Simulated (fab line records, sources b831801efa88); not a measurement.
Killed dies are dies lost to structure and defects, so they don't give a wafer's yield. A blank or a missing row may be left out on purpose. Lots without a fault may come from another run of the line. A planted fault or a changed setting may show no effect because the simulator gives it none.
Which tool did it? | flow sky130 | 14 lots, 42 wafers sampled, at 2 steps of a route of 708

WHAT THE GAUGES READ, wafer by wafer
SKY_NWELL_THK_MEAS_02. Usual: NWELL_OXIDATION_THK 9.92 nm, standard deviation 0.2.
lot  | measured    | on            | NWELL_OXIDATION_THK (nm)            | flag
L401 | day 2 16:16 | film_metro-03 | 9.85 9.76 9.92                      |
L402 | day 3 03:22 | film_metro-01 | 9.64 9.71 9.70                      |
L403 | day 3 10:34 | film_metro-03 | 9.87 9.98 10.06                     |
L404 | day 3 10:35 | film_metro-01 | 9.49 9.52 9.47                      |
L406 | day 3 18:40 | film_metro-04 | 9.53 9.63 9.64                      |
L409 | day 4 07:22 | film_metro-01 | 10.07 9.92 9.98                     |
L410 | day 4 11:39 | film_metro-01 | 12.15 12.04 12.01 12.18 12.02 12.04 | OFF
L411 | day 4 16:23 | film_metro-04 | 11.95 12.02 12.08 11.92 11.97 12.09 | OFF
L412 | day 4 22:48 | film_metro-04 | 9.92 9.83 9.91                      |
L415 | day 5 13:19 | film_metro-04 | 10.09 10.04 10.04                   |
L417 | day 5 22:40 | film_metro-01 | 10.09 9.98 9.93                     |
L419 | day 6 09:28 | film_metro-01 | 9.91 10.14 9.98                     |
L420 | day 6 16:11 | film_metro-01 | 9.74 9.70 9.58                      |
L422 | day 7 02:28 | film_metro-03 | 9.87 9.71 9.91                      |

WHICH TOOL RAN EACH LOT (tool, then ch and the chambers of the sampled wafers, then the start)
lot  | SKY_NWELL_OXIDATION_01
L401 | furnace-01 ch 0, day 2 14:51
L402 | furnace-01 ch 0, day 3 01:58
L403 | furnace-02 ch 0, day 3 09:11
L404 | furnace-02 ch 0, day 3 09:11
L406 | furnace-02 ch 0, day 3 17:15
L409 | furnace-02 ch 0, day 4 05:56
L410 | furnace-02 ch 0, day 4 10:14
L411 | furnace-02 ch 0, day 4 14:59
L412 | furnace-01 ch 0, day 4 21:23
L415 | furnace-01 ch 0, day 5 11:56
L417 | furnace-01 ch 0, day 5 21:17
L419 | furnace-01 ch 0, day 6 08:04
L420 | furnace-01 ch 0, day 6 14:48
L422 | furnace-01 ch 0, day 7 01:05
- SKY_NWELL_OXIDATION_01: stabilise 600 s, purge 300 s, target thk 10 nm.

WHAT THE TOOLS THEMSELVES READ (means of the sampled wafers that have a number; where no wafer has one, the mark that the record gives instead)
SKY_NWELL_OXIDATION_01. Usual: spike_tc_bottom_C 916.0 C, standard deviation 1; spike_tc_centre_C 900.1 C, standard deviation 1.1; spike_tc_lower_C 900.4 C, standard deviation 1.4; spike_tc_top_C 913.1 C, standard deviation 1.4; spike_tc_upper_C 899.8 C, standard deviation 0.96; tube_center_temp_C 899.99 C, standard deviation 0.08; tube_center_temp_C_max 902.3, standard deviation 0.39; zone_power_top_pct 34.5 %, standard deviation 0.39.
lot  | tool       | spike_tc_bottom_C (C) | spike_tc_centre_C (C) | spike_tc_lower_C (C) | spike_tc_top_C (C) | spike_tc_upper_C (C) | tube_center_temp_C (C) | tube_center_temp_C_max | zone_power_top_pct (%) | flag
L401 | furnace-01 | 916.3                 | 899.5                 | 900.5                | 913.7              | 899.8                | 900.03                 | 902.5                  | 34.4                   |
L402 | furnace-01 | 916.2                 | 898.7                 | 901.3                | 913.7              | 900.0                | 899.93                 | 902.2                  | 34.7                   |
L403 | furnace-02 | 916.6                 | 899.9                 | 899.0                | 912.7              | 899.3                | 900.02                 | 902.6                  | 34.8                   |
L404 | furnace-02 | 915.5                 | 901.2                 | 900.1                | 912.5              | 899.7                | 899.95                 | 902.3                  | 34.1                   |
L406 | furnace-02 | 916.1                 | 901.1                 | 899.5                | 911.7              | 900.7                | 899.97                 | 902.2                  | 34.2                   |
L409 | furnace-02 | 915.5                 | 900.3                 | 899.5                | 912.0              | 900.0                | 900.06                 | 902.0                  | 34.4                   |
L410 | furnace-02 | 935.4                 | 919.5                 | 917.9                | 930.9              | 919.8                | 918.80                 | 921.3                  | 35.6                   | OFF
L411 | furnace-02 | 936.1                 | 919.3                 | 918.7                | 931.7              | 919.1                | 918.77                 | 921.1                  | 35.7                   | OFF
L412 | furnace-01 | 916.1                 | 899.4                 | 901.8                | 914.2              | 899.4                | 900.03                 | 902.4                  | 34.7                   |
L415 | furnace-01 | 915.9                 | 899.4                 | 902.1                | 913.2              | 900.0                | 899.97                 | 902.1                  | 34.5                   |
L417 | furnace-01 | 914.6                 | 898.6                 | 901.4                | 913.9              | 900.0                | 900.04                 | 902.2                  | 34.7                   |
L419 | furnace-01 | 915.7                 | 899.4                 | 901.4                | 913.5              | 899.1                | 899.98                 | 902.2                  | 34.9                   |
L420 | furnace-01 | 915.6                 | 899.5                 | 902.2                | 913.5              | 899.4                | 899.95                 | 902.3                  | 34.5                   |
L422 | furnace-01 | 914.8                 | 899.3                 | 901.5                | 914.8              | 899.4                | 899.98                 | 902.6                  | 34.9                   |

THE ANSWER, worked out from the rows above alone
Rule: a lot is off if the mean of its wafers that have a number lies more than 3 standard deviations from the usual mean. A lot without any number at a reading at which 4 lots or more have one is off too. The other lots that the step has rows for count as sound. The gauges are gone through in route order, then the tools' own readings, and for those a lot's mean is taken as printed above. The first step at which some lot is off is used, and at that step the reading that is off furthest; a lot without a number counts as furthest.
Off: L410, L411, at SKY_NWELL_THK_MEAS_02 (NWELL_OXIDATION_THK).
A tool fits if, at a process step before that reading, it ran every lot that is off, and no sound lot after the first of them. The gauges at SKY_NWELL_THK_MEAS_02 aren't tried: what is off there is off at SKY_NWELL_OXIDATION_01 too, on other tools, and a gauge's error can't cause that. One fits: furnace-02 at SKY_NWELL_OXIDATION_01. Its last sound lot is L409 (day 4 05:56), its first lot that is off L410 (day 4 10:14): a fault that began between those two fits.
The tool's own readings at SKY_NWELL_OXIDATION_01 bear it out: on the lots that are off they differ by more than 5 times the standard deviation of the sound lots' means. spike_tc_bottom_C reads 935.8 C there against 915.7 C on the sound lots; spike_tc_centre_C reads 919.4 C there against 899.7 C on the sound lots; spike_tc_lower_C reads 918.3 C there against 900.9 C on the sound lots; spike_tc_top_C reads 931.3 C there against 913.3 C on the sound lots; spike_tc_upper_C reads 919.5 C there against 899.7 C on the sound lots; tube_center_temp_C reads 918.78 C there against 899.99 C on the sound lots; tube_center_temp_C_max reads 921.2 there against 902.3 on the sound lots.

WHAT THE SIMULATOR HAD PUT IN
Process parameter drift: furnace-02, from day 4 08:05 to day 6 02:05, at SKY_NWELL_OXIDATION_01. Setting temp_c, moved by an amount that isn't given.
Lots struck among those shown: L410, L411. The rule above found the same.
